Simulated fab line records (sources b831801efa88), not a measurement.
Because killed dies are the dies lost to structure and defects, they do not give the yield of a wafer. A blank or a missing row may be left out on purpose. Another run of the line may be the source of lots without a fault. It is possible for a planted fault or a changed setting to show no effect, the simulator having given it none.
fab line records	flow gf180mcu
[record] lots = 24	wafers = 72	last-day = 34
route steps=602 shown POLY_GATE@175 M2@362 V3@455 MIM@523 V5@557
lots untouched by any fault: they come from a run of this same line in which no faults occurred
start-h: start of the lot's first displayed wafer, in hours after the record's first day	wait-h: hours from the lot's prior step to this one	" repeats the value in the row above	L1.1+2: a single row standing in for several wafers	- no value, or no start given	* or withheld: withheld	< > ~ a bound
route shown NAME@n: NAME is a module with steps in the file, n the number in the route of the first one	usual: the fault-free wafers' mean and standard deviation	same: alike in all rows	chamber/n: place in a boat	sites: per-site readings	_std_site: how widely they spread, as a standard deviation	_edge_site: mean of outer sites minus mean of inner sites	radius-mm: how far each site lies from the wafer's centre	mask NAME#n: copy n	behind: the tool/chamber that last shaped the wafer	hold: the reason the lot was held/the length of the hold in hours/how it ended	device: transistor that didn't switch, given as n, p or np	end of line: the same wafers' tests at the end of the route	a step given without rows: its recipe and nothing more	killed: the dies lost at the first sort to structure and to defects; this is not the yield of the wafer	map: per-die view of a wafer (x killed, . not killed, _ where there is no die)
set.NAME: the setting as run; set.NAME@STEP: as run at that earlier step	model.NAME: the simulator's own value behind a step, which no gauge read
route steps across a sampled set of lots; one table per step, one row per wafer
services: the hour from which a tool's chamber was out of use, counted from the record's first day as start-h (under 0 if before that day), plus the number of hours and why
[[steps]]
[step GF_POLY_GATE_CD_MEAS_18]
[usual] cd-nm = 280.6/1.5
lot.wafer	tool	chamber	start-h	wait-h	cd-nm
L074.1	cd-sem-01	-	195.07	0.1	280.4
L074.3	"	-	"	"	279.9
L074.4	"	-	"	"	280.0
L075.3	cd-sem-02	-	209.99	0.1	281.0
L075.4	"	-	"	"	281.6
L075.6	"	-	"	"	279.9
L076.2	cd-sem-02	-	215.04	0.1	281.4
L076.3	"	-	"	"	279.5
L076.5	"	-	"	"	279.1
L077.2	cd-sem-01	-	222.52	0.1	277.6
L077.4	"	-	"	"	278.6
L077.5	"	-	"	"	279.5
L078.2	cd-sem-01	-	229.77	0.1	280.4
L078.3	"	-	"	"	281.2
L078.4	"	-	"	"	281.3
L079.2	cd-sem-01	-	234.41	0.1	280.6
L079.3	"	-	"	"	281.2
L079.4	"	-	"	"	282.7
L080.2	cd-sem-01	-	240.05	0.1	278.8
L080.3	"	-	"	"	279.5
L080.4	"	-	"	"	277.8
L081.1	cd-sem-01	-	250.13	0.1	280.4
L081.4	"	-	"	"	279.9
L081.5	"	-	"	"	281.1
L082.1	cd-sem-02	-	255.45	0.1	280.3
L082.4	"	-	"	"	279.7
L082.6	"	-	"	"	280.2
L083.2	cd-sem-02	-	260.03	0.1	283.1
L083.3	"	-	"	"	283.4
L083.4	"	-	"	"	283.4
L084.1	cd-sem-02	-	269.27	0.1	280.4
L084.2	"	-	"	"	281.5
L084.4	"	-	"	"	280.4
L085.2	cd-sem-02	-	276.99	0.1	283.0
L085.4	"	-	"	"	283.5
L085.6	"	-	"	"	283.0
L086.1	cd-sem-01	-	285.49	0.1	278.3
L086.2	"	-	"	"	279.1
L086.4	"	-	"	"	279.4
L087.2	cd-sem-01	-	291.12	0.1	278.2
L087.3	"	-	"	"	278.1
L087.6	"	-	"	"	277.9
L088.4	cd-sem-02	-	298.21	0.1	279.8
L088.5	"	-	"	"	279.4
L088.6	"	-	"	"	282.4
L089.1	cd-sem-01	-	305.33	0.1	280.3
L089.2	"	-	"	"	280.7
L089.6	"	-	"	"	280.1
L090.1	cd-sem-01	-	312.34	0.1	282.8
L090.2	"	-	"	"	280.0
L090.5	"	-	"	"	280.0
L091.2	cd-sem-02	-	322.23	0.1	283.7
L091.5	"	-	"	"	281.2
L091.6	"	-	"	"	282.2
L092.3	cd-sem-02	-	332.74	0.1	279.0
L092.5	"	-	"	"	278.7
L092.6	"	-	"	"	278.3
L093.1	cd-sem-01	-	339.39	0.1	280.8
L093.3	"	-	"	"	282.2
L093.4	"	-	"	"	281.4
L094.1	cd-sem-01	-	344.18	0.1	281.6
L094.3	"	-	"	"	282.6
L094.6	"	-	"	"	281.6
L095.1	cd-sem-01	-	348.92	0.1	282.0
L095.3	"	-	"	"	282.3
L095.6	"	-	"	"	283.0
L096.1	cd-sem-01	-	354.53	0.1	279.3
L096.2	"	-	"	"	281.2
L096.3	"	-	"	"	280.3
L097.3	cd-sem-02	-	365.59	0.1	281.8
L097.4	"	-	"	"	281.8
L097.5	"	-	"	"	281.4
[step GF_M2_SPUTTER_00]
[recipe] material = Ti	target-thk-nm = 37.5	arriving-ion-energy-ev = 80	substrate-temp-c = 200	chamber-pressure-pa = 2	power-w = 4000	time-s = 150
[usual] chamber-pressure-pa = 2.000/0.0036	throttle-valve-pct = 30.2/1.2
lot.wafer	tool	chamber	start-h	wait-h	chamber-pressure-pa	throttle-valve-pct
L074.1	pvd-sputter-04	-	408.25	0.1	1.999	31.0
L074.3	"	-	"	"	1.998	30.0
L074.4	"	-	"	"	1.999	28.7
L076.2	pvd-sputter-02	-	433.85	0.1	2.005	32.5
L076.3	"	-	"	"	2.000	28.9
L076.5	"	-	"	"	1.998	29.3
L075.3	pvd-sputter-04	-	435.43	0.2	1.993	29.9
L075.4	"	-	"	"	1.999	30.8
L075.6	"	-	"	"	1.999	29.0
L077.2	pvd-sputter-02	-	444.25	0.1	2.001	29.7
L077.4	"	-	"	"	1.994	32.5
L077.5	"	-	"	"	1.996	32.5
L078.2	pvd-sputter-02	-	454.74	0.2	1.999	29.3
L078.3	"	-	"	"	2.006	32.6
L078.4	"	-	"	"	1.999	31.9
L079.2	pvd-sputter-02	-	457.59	0.2	2.002	31.9
L079.3	"	-	"	"	2.009	28.4
L079.4	"	-	"	"	2.002	32.5
L080.2	pvd-sputter-02	-	463.73	0.1	2.006	28.8
L080.3	"	-	"	"	2.004	29.8
L080.4	"	-	"	"	2.007	32.5
L081.1	pvd-sputter-03	-	481.05	0.2	1.999	29.8
L081.4	"	-	"	"	1.998	30.2
L081.5	"	-	"	"	2.003	29.3
L082.1	pvd-sputter-02	-	486.83	0.1	1.998	31.7
L082.4	"	-	"	"	2.001	32.5
L082.6	"	-	"	"	2.001	29.7
L083.2	pvd-sputter-02	-	494.55	0.1	1.999	32.5
L083.3	"	-	"	"	2.006	28.9
L083.4	"	-	"	"	2.009	29.3
L084.1	pvd-sputter-04	-	502.05	0.2	1.996	30.8
L084.2	"	-	"	"	2.002	29.0
L084.4	"	-	"	"	1.997	30.0
L085.2	pvd-sputter-04	-	512.75	0.2	2.001	29.1
L085.4	"	-	"	"	1.997	28.6
L085.6	"	-	"	"	2.001	28.8
L086.1	pvd-sputter-03	-	519.54	0.1	2.000	29.3
L086.2	"	-	"	"	2.005	30.3
L086.4	"	-	"	"	2.002	29.3
L087.2	pvd-sputter-04	-	529.78	0.1	1.999	28.7
L087.3	"	-	"	"	2.000	29.1
L087.6	"	-	"	"	1.996	29.8
L088.4	pvd-sputter-04	-	537.61	0.2	2.004	30.0
L088.5	"	-	"	"	1.997	29.0
L088.6	"	-	"	"	1.997	29.0
L089.1	pvd-sputter-04	-	544.63	0.2	1.997	29.0
L089.2	"	-	"	"	1.997	29.1
L089.6	"	-	"	"	1.999	29.9
L090.1	pvd-sputter-04	-	551.21	0.1	2.000	29.1
L090.2	"	-	"	"	2.004	29.8
L090.5	"	-	"	"	2.004	29.4
L091.2	pvd-sputter-04	-	562.67	0.2	2.003	28.7
L091.5	"	-	"	"	1.999	30.7
L091.6	"	-	"	"	1.998	29.8
L092.3	pvd-sputter-03	-	572.02	0.2	2.001	30.7
L092.5	"	-	"	"	2.006	29.7
L092.6	"	-	"	"	2.000	30.0
L093.1	pvd-sputter-04	-	582.56	0.2	1.998	29.1
L093.3	"	-	"	"	1.995	31.1
L093.4	"	-	"	"	2.002	29.6
L094.1	pvd-sputter-02	-	586.88	0.2	1.999	29.0
L094.3	"	-	"	"	1.991	32.6
L094.6	"	-	"	"	1.997	29.0
L095.1	pvd-sputter-02	-	588.71	0.1	1.998	32.0
L095.3	"	-	"	"	1.997	32.9
L095.6	"	-	"	"	1.996	28.9
L096.1	pvd-sputter-04	-	593.26	0.1	2.002	31.2
L096.2	"	-	"	"	2.006	29.1
L096.3	"	-	"	"	2.002	29.9
L097.3	pvd-sputter-03	-	605.14	0.1	1.998	29.7
L097.4	"	-	"	"	2.002	30.7
L097.5	"	-	"	"	1.999	30.7
[step GF_V3_CMP_26]
[recipe] stop-on = SiO2	down-force-psi = 3.5	platen-rpm = 60	t-overpolish-s = 15	target-thk-nm = 0	pad-velocity-m-s = 0.94248
[usual] motor-current-A = 10.8/0.99	overpolish-run-s = 14.998/0.0088	platen-rpm = 60.00/0.037	retaining-ring-pressure-frac = 1.000/0.0049	slurry-filter-dp-kPa = 13.49/0.13	time-to-endpoint-s = 86/3.3
lot.wafer	tool	chamber	start-h	wait-h	motor-current-A	overpolish-run-s	platen-rpm	retaining-ring-pressure-frac	slurry-filter-dp-kPa	time-to-endpoint-s
L074.4	cmp-02	1	509.55	0.1	9.7	15.001	59.98	1.006	13.75	82
L074.3	"	2	"	"	10.8	14.998	59.96	1.001	13.44	85
L074.1	"	3	"	"	9.9	14.992	59.99	1.006	13.35	92
L076.3	cmp-02	0	534.41	0.0	9.5	15.002	60.06	0.999	13.50	87
L076.2	"	3	"	"	8.8	14.998	59.97	0.997	13.41	88
L076.5	"	1	"	"	9.9	15.004	59.98	1.003	13.53	87
L075.3	cmp-01	2	536.36	0.1	11.8	15.007	60.02	0.999	13.37	83
L075.4	"	0	"	"	9.8	14.984	59.96	0.997	13.25	85
L075.6	"	2	"	"	11.2	14.998	60.06	1.001	13.49	86
L077.4	cmp-01	0	544.19	0.1	10.2	15.012	60.02	1.000	13.66	87
L077.2	"	2	"	"	11.6	14.999	60.02	0.989	13.44	87
L077.5	"	0	"	"	10.2	14.995	59.99	0.997	13.40	85
L078.2	cmp-01	3	553.28	0.1	10.9	15.001	60.02	0.992	13.48	87
L078.4	"	0	"	"	10.5	15.007	59.96	1.001	13.34	88
L078.3	"	1	"	"	12.4	14.992	60.07	1.004	13.57	84
L079.3	cmp-01	0	555.60	0.0	9.7	15.007	59.99	1.003	13.56	90
L079.4	"	1	"	"	12.0	15.015	60.01	0.997	13.56	81
L079.2	"	3	"	"	10.6	15.014	60.02	1.003	13.68	85
L080.2	cmp-01	0	562.72	0.0	10.0	14.985	60.01	1.003	13.62	89
L080.4	"	2	"	"	12.2	15.001	60.00	1.003	13.72	88
L080.3	"	3	"	"	11.5	15.014	60.01	1.001	13.55	90
L081.1	cmp-01	0	577.82	0.1	9.8	15.005	59.93	1.004	13.41	82
L081.4	"	1	"	"	11.1	14.998	59.95	0.998	13.56	84
L081.5	"	1	"	"	11.7	14.986	60.05	0.993	13.46	84
L082.1	cmp-02	0	583.77	0.1	9.7	15.002	60.03	1.017	13.36	83
L082.4	"	3	"	"	9.4	15.000	60.01	1.000	13.34	84
L082.6	"	1	"	"	9.8	15.006	59.99	0.999	13.57	80
L083.3	cmp-02	1	589.91	0.0	10.0	14.998	59.98	1.002	13.55	78
L083.4	"	2	"	"	10.3	14.992	60.00	1.006	13.46	81
L083.2	"	0	"	"	9.2	14.988	60.00	1.000	13.58	81
L084.4	cmp-01	0	597.79	0.0	10.2	14.999	59.98	0.996	13.16	86
L084.1	"	1	"	"	11.6	14.987	59.94	0.996	13.43	84
L084.2	"	2	"	"	12.0	15.009	59.98	0.994	13.38	84
L085.2	cmp-01	0	607.62	0.1	10.2	15.002	59.98	1.004	13.47	93
L085.4	"	1	"	"	11.5	15.003	60.00	0.987	13.53	87
L085.6	"	0	"	"	9.8	14.997	59.94	0.999	13.67	87
L086.2	cmp-01	3	613.20	0.0	11.3	14.993	59.99	0.993	13.48	89
L086.4	"	0	"	"	9.0	14.998	59.99	0.994	13.77	89
L086.1	"	2	"	"	12.0	15.006	60.00	0.990	13.70	92
L087.3	cmp-01	0	621.44	0.0	9.6	14.990	60.03	0.993	13.38	94
L087.2	"	3	"	"	11.9	14.998	60.06	0.991	13.48	89
L087.6	"	0	"	"	9.9	14.995	60.02	0.995	13.46	91
L088.4	cmp-02	1	629.72	0.1	9.7	14.988	59.99	1.002	13.22	85
L088.5	"	0	"	"	9.8	15.008	60.02	0.998	13.52	82
L088.6	"	1	"	"	9.7	15.008	60.03	1.006	13.21	84
L089.2	cmp-01	0	636.66	0.1	10.2	15.001	60.04	1.004	13.67	91
L089.1	"	1	"	"	11.6	15.010	60.08	1.010	13.43	90
L089.6	"	3	"	"	11.2	15.011	59.97	0.997	13.32	91
L090.2	cmp-01	0	641.68	0.0	10.1	14.994	59.98	0.999	13.37	92
L090.1	"	3	"	"	11.6	15.002	60.02	1.002	13.44	86
L090.5	"	1	"	"	11.9	14.996	60.05	1.002	13.54	88
L091.2	cmp-02	1	652.42	0.1	9.8	15.013	59.95	1.002	13.26	83
L091.5	"	3	"	"	9.3	15.004	59.98	1.003	13.27	87
L091.6	"	0	"	"	9.5	14.995	59.99	1.006	13.54	83
L092.3	cmp-01	3	661.29	0.4	11.7	14.986	60.00	1.002	13.48	87
L092.5	"	2	"	"	12.0	15.014	60.02	0.992	13.81	95
L092.6	"	3	"	"	11.6	15.010	59.98	1.001	13.40	89
L093.3	cmp-01	2	670.00	0.0	11.7	14.998	59.97	1.003	13.44	87
L093.1	"	3	"	"	11.4	14.982	60.01	0.997	13.47	84
L093.4	"	1	"	"	11.4	14.995	60.04	0.999	13.64	84
L094.3	cmp-01	1	674.15	0.1	12.0	15.017	60.03	1.004	13.60	86
L094.1	"	2	"	"	12.2	14.978	60.04	0.997	13.49	88
L094.6	"	0	"	"	9.9	15.001	60.02	1.007	13.58	88
L095.1	cmp-01	1	675.25	0.1	11.8	15.004	59.96	1.006	13.55	80
L095.3	"	3	"	"	11.0	14.989	60.04	1.005	13.49	85
L095.6	"	2	"	"	11.8	14.999	60.02	0.998	13.48	83
L096.2	cmp-02	3	679.07	0.0	9.6	14.990	60.05	0.996	13.22	87
L096.1	"	0	"	"	9.6	14.995	60.01	1.002	13.33	81
L096.3	"	2	"	"	10.3	14.994	59.98	0.997	13.71	83
L097.4	cmp-02	2	689.53	0.3	10.4	15.011	60.01	0.999	13.35	82
L097.3	"	3	"	"	9.9	15.004	59.97	0.999	13.23	85
L097.5	"	1	"	"	10.1	14.976	59.98	1.005	13.53	83
[step GF_MIM_STRIP_20]
[recipe] chemistry = O2/N2	power-w = 1400	pressure-mtorr = 1500	platen-temp-c = 250	o2-flow-sccm = 3000	n2-flow-sccm = 300	overash-fraction = 0.5
[usual] drypump-motor-current-A = 5.6/0.58	heater-power-w = 335/44	oes-product-au = 0.692/0.0043	strip-time-to-endpoint-s = 11.23/0.039
lot.wafer	tool	chamber	start-h	wait-h	drypump-motor-current-A	heater-power-w	oes-product-au	rf-hours-counter-h	strip-time-to-endpoint-s
L074.1	plasma-asher-04	0	580.33	0.0	6.5	313	0.690	94	11.21
L074.3	"	1	"	"	4.9	319	0.691	-	11.24
L074.4	"	0	"	"	6.5	309	0.698	-	11.22
L076.2	plasma-asher-02	0	603.55	0.1	5.6	401	0.699	50	11.22
L076.3	"	0	"	"	5.6	404	0.687	-	11.23
L076.5	"	0	"	"	5.6	391	0.691	-	11.24
L075.3	plasma-asher-04	0	605.11	0.1	6.5	307	0.685	-	11.19
L075.4	"	1	"	"	4.9	328	0.697	-	11.21
L075.6	"	0	"	"	6.5	311	0.697	-	11.20
L077.2	plasma-asher-04	1	613.03	0.1	4.9	325	0.698	98	11.28
L077.4	"	0	"	"	6.5	310	0.692	-	11.23
L077.5	"	0	"	"	6.5	309	0.697	-	11.25
L078.2	plasma-asher-02	1	620.56	0.0	5.5	333	0.694	51	11.18
L078.3	"	1	"	"	5.5	323	0.696	-	11.18
L078.4	"	0	"	"	5.6	401	0.693	-	11.21
L079.2	plasma-asher-04	0	623.50	0.1	6.5	308	0.697	99	11.24
L079.3	"	1	"	"	4.9	324	0.690	-	11.27
L079.4	"	0	"	"	6.5	310	0.696	-	11.24
L080.2	plasma-asher-02	0	629.81	0.0	5.6	398	0.689	52	11.23
L080.3	"	0	"	"	5.6	403	0.687	-	11.20
L080.4	"	1	"	"	5.5	323	0.693	-	11.28
L081.1	plasma-asher-04	0	644.18	0.0	6.5	300	0.689	101	11.24
L081.4	"	1	"	"	4.9	324	0.694	-	11.19
L081.5	"	1	"	"	4.9	328	0.689	-	11.21
L082.1	plasma-asher-04	0	649.37	0.0	6.5	310	0.693	102	11.21
L082.4	"	0	"	"	6.5	308	0.695	-	11.21
L082.6	"	1	"	"	4.9	313	0.686	-	11.17
L083.2	plasma-asher-02	0	655.83	0.1	5.5	393	0.693	56	11.25
L083.3	"	0	"	"	5.6	404	0.697	-	11.29
L083.4	"	1	"	"	5.5	325	0.692	-	11.23
L084.1	plasma-asher-04	0	662.81	0.0	6.5	306	0.682	104	11.23
L084.2	"	1	"	"	4.9	317	0.698	104	11.21
L084.4	"	1	"	"	4.9	319	0.695	-	11.19
L085.2	plasma-asher-04	1	671.33	0.0	4.9	323	0.687	105	11.24
L085.4	"	0	"	"	6.5	310	0.688	-	11.22
L085.6	"	1	"	"	4.9	329	0.692	-	11.20
L086.1	plasma-asher-04	1	676.82	0.0	4.9	331	0.693	106	11.21
L086.2	"	0	"	"	6.5	300	0.695	106	11.26
L086.4	"	1	"	"	4.9	317	0.696	-	11.18
L087.2	plasma-asher-01	0	683.96	0.0	5.7	442	0.690	89	11.28
L087.3	"	0	"	"	5.7	442	0.694	-	11.27
L087.6	"	1	"	"	5.7	271	0.694	-	11.28
L088.4	plasma-asher-01	1	690.81	0.1	5.7	280	0.691	-	11.27
L088.5	"	0	"	"	5.7	440	0.695	-	11.22
L088.6	"	1	"	"	5.7	268	0.696	-	11.23
L089.1	plasma-asher-04	0	697.06	0.0	6.5	303	0.692	108	11.19
L089.2	"	1	"	"	4.9	328	0.697	108	11.22
L089.6	"	0	"	"	6.5	308	0.696	-	11.25
L090.1	plasma-asher-04	1	702.18	0.0	4.9	321	0.693	109	11.22
L090.2	"	0	"	"	6.5	315	0.695	109	11.25
L090.5	"	0	"	"	6.5	310	0.693	-	11.20
L091.2	plasma-asher-04	0	712.61	0.0	6.5	302	0.680	110	11.20
L091.5	"	0	"	"	6.5	308	0.699	-	11.27
L091.6	"	1	"	"	4.9	316	0.690	-	11.22
L092.3	plasma-asher-04	0	720.64	0.1	6.5	305	0.698	-	11.27
L092.5	"	1	"	"	4.9	324	0.691	-	11.24
L092.6	"	0	"	"	6.5	303	0.689	-	11.30
L093.1	plasma-asher-02	0	728.86	0.0	5.6	397	0.691	65	11.20
L093.3	"	1	"	"	5.5	318	0.691	-	11.19
L093.4	"	0	"	"	5.6	399	0.687	-	11.16
L094.1	plasma-asher-02	0	732.23	0.0	5.6	401	0.694	65	11.26
L094.3	"	1	"	"	5.5	331	0.688	-	11.21
L094.6	"	1	"	"	5.5	323	0.698	-	11.27
L095.1	plasma-asher-02	1	734.62	0.0	5.5	321	0.691	66	11.18
L095.3	"	0	"	"	5.5	389	0.691	-	11.21
L095.6	"	0	"	"	5.5	396	0.691	-	11.18
L096.1	plasma-asher-02	1	737.37	0.0	5.5	318	0.695	66	11.22
L096.2	"	0	"	"	5.6	396	0.694	66	11.26
L096.3	"	1	"	"	5.5	326	0.684	-	11.20
L097.3	plasma-asher-01	1	746.54	0.1	5.7	273	0.692	-	11.29
L097.4	"	0	"	"	5.7	444	0.692	-	11.27
L097.5	"	1	"	"	5.7	277	0.698	-	11.22
[step GF_V5_ETCH_17]
[recipe] chemistry = C4F8/O2/Ar	mask-material = KrF	target = SiO2	stop-on = TiN	source-w = 1500	bias-w = 1200	pressure-mtorr = 40	c4f8-flow-sccm = withheld	O2_flow_sccm = 6	Ar_flow_sccm = 300	time-s = withheld	target-depth-a = 8550
[usual] oes-product-au = 0.860/0.0045
lot.wafer	tool	chamber	start-h	wait-h	oes-product-au
L074.1	rie-diel-02	2	-	-	0.859
L074.3	"	1	"	"	0.856
L074.4	"	1	"	"	0.855
L076.2	rie-diel-04	2	-	-	0.855
L076.3	"	0	"	"	0.856
L076.5	"	0	"	"	0.851
L075.3	rie-diel-02	3	-	-	0.861
L075.4	"	0	"	"	0.861
L075.6	"	1	"	"	0.861
L077.2	rie-diel-01	1	-	-	0.861
L077.4	"	3	"	"	0.863
L077.5	"	2	"	"	0.859
L078.2	rie-diel-01	0	-	-	0.859
L078.3	"	3	"	"	0.863
L078.4	"	2	"	"	0.859
L079.2	rie-diel-01	3	-	-	0.860
L079.3	"	2	"	"	0.867
L079.4	"	0	"	"	0.860
L080.2	rie-diel-04	1	-	-	0.864
L080.3	"	0	"	"	0.859
L080.4	"	2	"	"	0.850
L081.1	rie-diel-02	3	-	-	0.859
L081.4	"	2	"	"	0.864
L081.5	"	3	"	"	0.853
L082.1	rie-diel-01	0	-	-	0.858
L082.4	"	3	"	"	0.855
L082.6	"	0	"	"	0.857
L083.2	rie-diel-02	2	-	-	0.861
L083.3	"	3	"	"	0.857
L083.4	"	1	"	"	0.859
L084.1	rie-diel-02	3	-	-	0.860
L084.2	"	0	"	"	0.861
L084.4	"	1	"	"	0.855
L085.2	rie-diel-01	3	-	-	0.862
L085.4	"	3	"	"	0.864
L085.6	"	0	"	"	0.854
L086.1	rie-diel-04	1	-	-	0.865
L086.2	"	3	"	"	0.856
L086.4	"	0	"	"	0.858
L087.2	rie-diel-01	3	-	-	0.857
L087.3	"	1	"	"	0.859
L087.6	"	1	"	"	0.865
L088.4	rie-diel-01	0	-	-	0.866
L088.5	"	3	"	"	0.869
L088.6	"	2	"	"	0.859
L089.1	rie-diel-04	0	-	-	0.861
L089.2	"	1	"	"	0.861
L089.6	"	0	"	"	0.867
L090.1	rie-diel-02	2	-	-	0.854
L090.2	"	3	"	"	0.862
L090.5	"	2	"	"	0.859
L091.2	rie-diel-02	3	-	-	0.852
L091.5	"	1	"	"	0.863
L091.6	"	3	"	"	0.860
L092.3	rie-diel-01	3	-	-	0.872
L092.5	"	0	"	"	0.864
L092.6	"	1	"	"	0.865
L093.1	rie-diel-01	2	-	-	0.859
L093.3	"	0	"	"	0.862
L093.4	"	2	"	"	0.851
L094.1	rie-diel-02	0	-	-	0.857
L094.3	"	1	"	"	0.863
L094.6	"	0	"	"	0.854
L095.1	rie-diel-04	2	-	-	0.862
L095.3	"	3	"	"	0.867
L095.6	"	2	"	"	0.862
L096.1	rie-diel-01	1	-	-	0.864
L096.2	"	3	"	"	0.865
L096.3	"	0	"	"	0.861
L097.3	rie-diel-02	0	-	-	0.857
L097.4	"	2	"	"	0.861
L097.5	"	0	"	"	0.854
[step GF_V5_SPUTTER_21]
[recipe] material = Ti	target-thk-nm = 15	chamber-pressure-pa = 5	power-w = 2500	substrate-temp-c = 200	time-s = 80.02
[usual] chamber-pressure-pa = 4.999/0.0093	throttle-valve-pct = 30.1/1.3
lot.wafer	tool	chamber	start-h	wait-h	chamber-pressure-pa	throttle-valve-pct
L074.1	pvd-sputter-02	-	624.55	0.0	4.998	29.0
L074.3	"	-	"	"	5.000	32.0
L074.4	"	-	"	"	5.001	32.6
L076.2	pvd-sputter-01	-	647.55	0.0	4.984	30.6
L076.3	"	-	"	"	5.008	31.7
L076.5	"	-	"	"	5.007	28.2
L075.3	pvd-sputter-02	-	647.74	0.0	5.000	32.2
L075.4	"	-	"	"	5.007	29.3
L075.6	"	-	"	"	4.988	29.4
L077.2	pvd-sputter-04	-	655.15	0.0	4.979	29.4
L077.4	"	-	"	"	4.987	28.7
L077.5	"	-	"	"	5.003	30.1
L078.2	pvd-sputter-01	-	662.97	0.0	4.987	28.3
L078.3	"	-	"	"	4.998	31.7
L078.4	"	-	"	"	5.000	29.8
L079.2	pvd-sputter-04	-	666.35	0.0	4.998	28.7
L079.3	"	-	"	"	4.977	28.9
L079.4	"	-	"	"	5.004	30.9
L080.2	pvd-sputter-01	-	671.20	0.0	4.996	29.8
L080.3	"	-	"	"	5.014	30.8
L080.4	"	-	"	"	4.984	31.7
L081.1	pvd-sputter-02	-	684.25	0.0	5.010	29.5
L081.4	"	-	"	"	4.991	32.1
L081.5	"	-	"	"	4.998	32.4
L082.1	pvd-sputter-02	-	690.30	0.0	5.000	29.4
L082.4	"	-	"	"	5.002	31.9
L082.6	"	-	"	"	5.003	29.4
L083.2	pvd-sputter-02	-	697.25	0.0	5.002	28.8
L083.3	"	-	"	"	4.997	32.7
L083.4	"	-	"	"	5.002	31.9
L084.1	pvd-sputter-01	-	703.68	0.0	4.997	30.0
L084.2	"	-	"	"	5.015	30.7
L084.4	"	-	"	"	5.005	28.1
L085.2	pvd-sputter-04	-	711.86	0.0	4.996	28.7
L085.4	"	-	"	"	4.999	29.0
L085.6	"	-	"	"	5.003	30.9
L086.1	pvd-sputter-02	-	717.65	0.0	5.002	31.9
L086.2	"	-	"	"	5.011	32.6
L086.4	"	-	"	"	5.000	28.9
L087.2	pvd-sputter-04	-	722.79	0.0	5.006	30.0
L087.3	"	-	"	"	5.007	29.0
L087.6	"	-	"	"	4.993	29.9
L088.4	pvd-sputter-04	-	729.35	0.0	4.985	30.7
L088.5	"	-	"	"	5.001	30.2
L088.6	"	-	"	"	4.993	28.9
L089.1	pvd-sputter-01	-	735.80	0.0	4.991	27.9
L089.2	"	-	"	"	5.013	32.0
L089.6	"	-	"	"	5.000	29.8
L090.1	pvd-sputter-04	-	739.75	0.0	5.006	29.1
L090.2	"	-	"	"	5.009	29.9
L090.5	"	-	"	"	4.998	30.0
L091.2	pvd-sputter-01	-	750.15	0.0	5.006	31.5
L091.5	"	-	"	"	4.996	30.8
L091.6	"	-	"	"	5.009	31.7
L092.3	pvd-sputter-04	-	757.57	0.0	5.004	29.1
L092.5	"	-	"	"	4.991	30.9
L092.6	"	-	"	"	4.990	28.9
L093.1	pvd-sputter-04	-	765.87	0.0	5.009	29.8
L093.3	"	-	"	"	5.005	29.0
L093.4	"	-	"	"	5.010	31.0
L094.1	pvd-sputter-02	-	768.35	0.0	4.989	28.9
L094.3	"	-	"	"	5.003	29.1
L094.6	"	-	"	"	4.986	32.1
L095.1	pvd-sputter-04	-	770.00	0.0	4.997	28.9
L095.3	"	-	"	"	5.015	30.9
L095.6	"	-	"	"	5.001	29.4
L096.1	pvd-sputter-01	-	773.21	0.0	4.998	32.0
L096.2	"	-	"	"	4.988	28.2
L096.3	"	-	"	"	4.999	30.5
L097.3	pvd-sputter-04	-	781.14	0.0	5.012	29.2
L097.4	"	-	"	"	5.006	30.9
L097.5	"	-	"	"	5.006	28.7
[[services]]
tool	chamber	start-h	hours	kind
cmp-01	-	404.00	4.0	pm
pvd-sputter-02	-	412.88	5.0	repair
cmp-01	-	451.10	0.6	repair
pvd-sputter-02	-	468.21	3.4	repair
rie-diel-01	-	495.86	0.1	repair
plasma-asher-04	-	496.03	6.7	repair
pvd-sputter-04	-	510.33	2.0	repair
pvd-sputter-02	-	542.69	24.9	repair
rie-diel-01	-	543.99	0.2	repair
rie-diel-01	3	551.58	6.4	repair
pvd-sputter-04	-	565.47	3.3	repair
pvd-sputter-02	-	597.88	0.5	repair
rie-diel-01	0	634.40	3.2	repair
cmp-01	-	649.96	7.0	pm
cmp-01	-	654.46	4.0	repair
pvd-sputter-04	-	655.53	2.1	repair
pvd-sputter-02	-	663.89	8.5	repair
rie-diel-01	-	679.32	2.9	repair
pvd-sputter-04	-	682.50	5.5	repair
rie-diel-01	2	684.54	10.8	repair
cmp-01	-	686.04	12.8	pm
cmp-01	-	726.56	3.0	repair
plasma-asher-04	-	733.75	9.0	pm
cmp-01	-	744.00	4.0	pm
[[key]]
fault none
